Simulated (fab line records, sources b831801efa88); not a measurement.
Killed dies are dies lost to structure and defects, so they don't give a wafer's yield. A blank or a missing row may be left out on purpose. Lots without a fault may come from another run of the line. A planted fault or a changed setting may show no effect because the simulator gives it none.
One fault seen from 2 desks | flow gf180mcu | each desk has only its own numbers; what lay behind them comes last

THE TOOL OWNER'S DESK: lpcvd-02
The tool's own readings at GF_HV_LDD_CVD_54 (deposits SiO2 from TEOS, target thk 10 nm, time 75 s): means of the sampled wafers that have a number, for each lot that ran on this tool. A lot is out of limits, marked OUT, if its mean lies more than 4 standard deviations from the usual mean; the brackets give that distance.
Columns: A = zone_power_top_pct at GF_HV_LDD_CVD_54, usual 20.7 %
lot  | first seen here | A
L333 | day 13 18:22    | 21.0
L339 | day 15 22:37    | 21.1
L340 | day 16 07:41    | 21.0
L349 | day 19 04:25    | 19.1
L348 | day 19 06:21    | 19.0
This desk's finding: nothing out of limits on any of the 5 lots.

THE METROLOGY DESK
What the gauges read, lot by lot, whatever tool the lot ran on: means of the sampled wafers that have a number. A lot is out of limits, marked OUT, if its mean lies more than 4 standard deviations from the usual mean; the brackets give that distance.
Columns: A = HV_LDD_2_TW at GF_HV_LDD_TW_MEAS_23, usual 1042; B = cd_nm at GF_HV_LDD_CD_MEAS_46, usual 399.4 nm; C = HV_LDD_CVD_54_THK at GF_HV_LDD_THK_MEAS_55, usual 10.02 nm
lot  | first seen here | A    | B     | C
L329 | day 10 22:19    | 1026 | 399.6 | 10.01
L330 | day 11 01:34    | 1057 | 401.9 | 9.94
L333 | day 12 02:27    | 1034 | 397.9 | 10.07
L339 | day 14 02:31    | 1053 | 397.8 | 7.74 (-16) OUT
L340 | day 14 10:30    | 1046 | 398.6 | 7.77 (-16) OUT
L341 | day 14 19:24    | 1043 | 397.7 | 10.02
L346 | day 16 09:59    | 1049 | 397.9 | 9.86
L347 | day 16 19:10    | 1050 | 400.1 | 9.88
L349 | day 17 04:34    | 1035 | 401.7 | 10.05
L348 | day 17 05:57    | 1050 | 398.5 | 10.25
L350 | day 17 14:04    | 1057 | 400.0 | 9.99
L351 | day 18 01:08    | 1041 | 396.5 | 10.08
L352 | day 18 06:50    | 1042 | 398.7 | 10.00
This desk's finding: out of limits on L339, L340; first on L339, day 15 23:39 (HV_LDD_CVD_54_THK at GF_HV_LDD_THK_MEAS_55). In limits: L329, L330, L333, L341, L346, L347, L349, L348, L350, L351, L352.

PUT TOGETHER
The metrology desk could have raised an alarm at day 15 23:39, on L339, L340.
The tool owner's desk saw nothing out of limits.
The tool owner's desk has L339, L340 on record, within its limits.
Of the lots named, all ran GF_HV_LDD_CVD_54 on lpcvd-02.

WHAT THE SIMULATOR HAD PUT IN
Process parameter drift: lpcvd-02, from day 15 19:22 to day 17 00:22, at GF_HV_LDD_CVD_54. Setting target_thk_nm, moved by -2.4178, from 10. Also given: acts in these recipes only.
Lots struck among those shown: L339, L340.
Hours from the fault's start to each desk's first reading out of limits: the metrology desk, 4.
